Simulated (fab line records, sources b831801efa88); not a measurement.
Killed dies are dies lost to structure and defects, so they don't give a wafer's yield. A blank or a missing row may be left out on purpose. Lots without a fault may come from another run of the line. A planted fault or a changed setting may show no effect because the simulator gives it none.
Which tool did it? | flow sky130 | 13 lots, 39 wafers sampled, at 4 steps of a route of 708

WHAT THE GAUGES READ, wafer by wafer
SKY_SD_P_TW_MEAS_11.
lot  | measured     | on            | SD_P_TW
L857 | day 27 06:53 | film_metro-03 | 2803 2830 2817
L856 | day 27 07:12 | film_metro-04 | 2770 2765 2765
L859 | day 27 18:56 | film_metro-04 | 2762 2768 2773
L861 | day 28 15:26 | film_metro-01 | 2829 2828 2823
L864 | day 29 08:38 | film_metro-03 | 2842 2824 2837
L866 | day 30 15:02 | film_metro-03 | 2836 2829 2820
L867 | day 30 16:06 | film_metro-03 | 2700 2701 2709
L868 | day 30 17:47 | film_metro-01 | 2699 2710 2711
L872 | day 31 23:17 | film_metro-04 | 2765 2766 2754
L873 | day 32 12:37 | film_metro-04 | 2757 2792 2765
L874 | day 33 09:07 | film_metro-03 | 2837 2842 2851
L875 | day 33 10:31 | film_metro-03 | 2868 2839 2839
L876 | day 33 12:18 | film_metro-03 | 2853 2847 2842

SKY_SD_N_RS_MEAS_17: measures by four-point-probe.
lot  | measured     | on            | SD_P_RS (ohm/sq)
L857 | day 29 16:53 | film_metro-04 | 146.9 147.1 146.8
L856 | day 29 17:01 | film_metro-01 | 147.2 147.1 147.6
L859 | day 30 03:42 | film_metro-01 | 147.7 147.5 147.5
L861 | day 30 23:46 | film_metro-01 | 147.0 147.4 147.2
L864 | day 31 16:13 | film_metro-04 | 148.1 147.5 147.6
L866 | day 32 21:33 | film_metro-03 | 147.0 146.9 147.5
L867 | day 32 22:44 | film_metro-04 | 150.9 150.9 150.8
L868 | day 33 01:03 | film_metro-04 | 150.8 150.8 151.1
L872 | day 34 05:13 | film_metro-01 | 146.9 147.3 146.6
L873 | day 34 18:38 | film_metro-03 | 147.4 147.2 147.3
L874 | day 35 14:50 | film_metro-03 | 146.9 147.1 146.8
L875 | day 35 15:50 | film_metro-03 | 147.5 147.9 147.8
L876 | day 35 18:49 | film_metro-01 | 146.6 146.6 146.9

WHICH TOOL RAN EACH LOT (tool, then ch and the chambers of the sampled wafers, then the start)
lot  | SKY_SD_P_IMPLANT_09             | SKY_SD_P_STRIP_10
L857 | implanter-01 ch 0, day 27 06:38 | plasma_asher-04 ch 0,1, day 27 06:47
L856 | implanter-04 ch 0, day 27 06:58 | plasma_asher-01 ch 0,1, day 27 07:05
L859 | implanter-03 ch 0, day 27 18:43 | plasma_asher-03 ch 0,1, day 27 18:50
L861 | implanter-04 ch 0, day 28 15:11 | plasma_asher-04 ch 0,1, day 28 15:20
L864 | implanter-03 ch 0, day 29 08:23 | plasma_asher-01 ch 0,1, day 29 08:32
L866 | implanter-04 ch 0, day 30 14:49 | plasma_asher-01 ch 0,1, day 30 14:56
L867 | implanter-04 ch 0, day 30 15:52 | plasma_asher-03 ch 0,1, day 30 15:59
L868 | implanter-04 ch 0, day 30 17:34 | plasma_asher-01 ch 0,1, day 30 17:41
L872 | implanter-01 ch 0, day 31 23:02 | plasma_asher-03 ch 0,1, day 31 23:11
L873 | implanter-01 ch 0, day 32 12:23 | plasma_asher-03 ch 0, day 32 12:31
L874 | implanter-01 ch 0, day 33 08:52 | plasma_asher-03 ch 0,1, day 33 09:01
L875 | implanter-03 ch 0, day 33 10:17 | plasma_asher-03 ch 0,1, day 33 10:25
L876 | implanter-03 ch 0, day 33 12:04 | plasma_asher-01 ch 0,1, day 33 12:11
- SKY_SD_P_IMPLANT_09
- SKY_SD_P_STRIP_10: strips in O2/N2.

WHAT THE TOOLS THEMSELVES READ (means of the sampled wafers that have a number; where no wafer has one, the mark that the record gives instead)
SKY_SD_P_IMPLANT_09.
lot  | tool         | beam_on_s (s) | dose_ions_cm2 | faraday_current_uA | tilt_deg (degrees)
L857 | implanter-01 | 14.0          | 2.9976e+15    | 11662              | 0.014
L856 | implanter-04 | 16.6          | 2.9993e+15    | 9936               | 0.008
L859 | implanter-03 | 14.6          | 2.9978e+15    | 11254              | -0.014
L861 | implanter-04 | 16.2          | 2.9991e+15    | 10211              | 0.013
L864 | implanter-03 | 14.4          | 2.9992e+15    | 11386              | 0.001
L866 | implanter-04 | 16.6          | 2.9960e+15    | 9944               | 0.018
L867 | implanter-04 | 12.8          | 2.3254e+15    | 10003              | 0.018
L868 | implanter-04 | 12.7          | 2.3206e+15    | 10054              | 0.004
L872 | implanter-01 | 14.0          | 3.0035e+15    | 11735              | 0.002
L873 | implanter-01 | 14.3          | 3.0003e+15    | 11521              | -0.013
L874 | implanter-01 | 14.4          | 2.9984e+15    | 11400              | -0.033
L875 | implanter-03 | 14.4          | 2.9990e+15    | 11383              | -0.000
L876 | implanter-03 | 14.5          | 3.0008e+15    | 11296              | 0.021

SKY_SD_P_STRIP_10.
lot  | tool            | drypump_motor_current_A (A) | o2_flow_sccm (sccm) | oes_product_au (a.u.) | strip_time_to_endpoint_s (s)
L857 | plasma_asher-04 | 5.8                         | 3003                | 0.615                 | 17.45
L856 | plasma_asher-01 | 6.2                         | 2994                | 0.615                 | 17.55
L859 | plasma_asher-03 | 5.4                         | 3001                | 0.618                 | 17.53
L861 | plasma_asher-04 | 5.8                         | 2996                | 0.618                 | 17.53
L864 | plasma_asher-01 | 6.0                         | 3000                | 0.619                 | 17.43
L866 | plasma_asher-01 | 6.0                         | 2999                | 0.616                 | 17.49
L867 | plasma_asher-03 | 5.4                         | 3000                | 0.630                 | 16.98
L868 | plasma_asher-01 | 6.0                         | 2987                | 0.624                 | 16.92
L872 | plasma_asher-03 | 5.4                         | 3011                | 0.615                 | 17.47
L873 | plasma_asher-03 | 5.4                         | 2993                | 0.618                 | 17.49
L874 | plasma_asher-03 | 5.4                         | 3009                | 0.613                 | 17.46
L875 | plasma_asher-03 | 5.4                         | 3001                | 0.622                 | 17.51
L876 | plasma_asher-01 | 6.1                         | 3012                | 0.621                 | 17.50

THE ANSWER, worked out from the rows above alone
Rule: what is usual is taken from the lots themselves. Put in order of their means at a reading, lots are off if they are a third of the lots or fewer, leave a main group of 4 or more, and stand apart from it by a gap of 3 or more times the standard deviation of the main group's means; of several such gaps the widest counts. A main group whose means are all the same, to the digits that the tables above print for the reading, isn't used. A lot without any number at a reading at which 4 lots or more have one is off too. The other lots that the step has rows for count as sound. The gauges are gone through in route order, then the tools' own readings, and for those a lot's mean is taken as printed above. The first step at which some lot is off is used, and at that step the reading that is off furthest; a lot without a number counts as furthest.
Off: L867, L868, at SKY_SD_N_RS_MEAS_17 (SD_P_RS). The main group: mean 147.2 ohm/sq, standard deviation 0.33.
A tool fits if, at a process step before that reading, it ran every lot that is off, and no sound lot after the first of them. The gauges at SKY_SD_N_RS_MEAS_17 aren't tried: what is off there is off at SKY_SD_P_IMPLANT_09 too, on other tools, and a gauge's error can't cause that. One fits: implanter-04 at SKY_SD_P_IMPLANT_09. Its last sound lot is L866 (day 30 14:49), its first lot that is off L867 (day 30 15:52): a fault that began between those two fits.
The tool's own readings at SKY_SD_P_IMPLANT_09 bear it out: on the lots that are off they differ by more than 5 times the standard deviation of the sound lots' means. dose_ions_cm2 reads 2.3230e+15 there against 2.9992e+15 on the sound lots.

WHAT THE SIMULATOR HAD PUT IN
Process parameter drift: implanter-04, from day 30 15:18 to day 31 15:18, at SKY_SD_P_IMPLANT_09. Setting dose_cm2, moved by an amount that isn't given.
Lots struck among those shown: L867, L868. The rule above found the same.
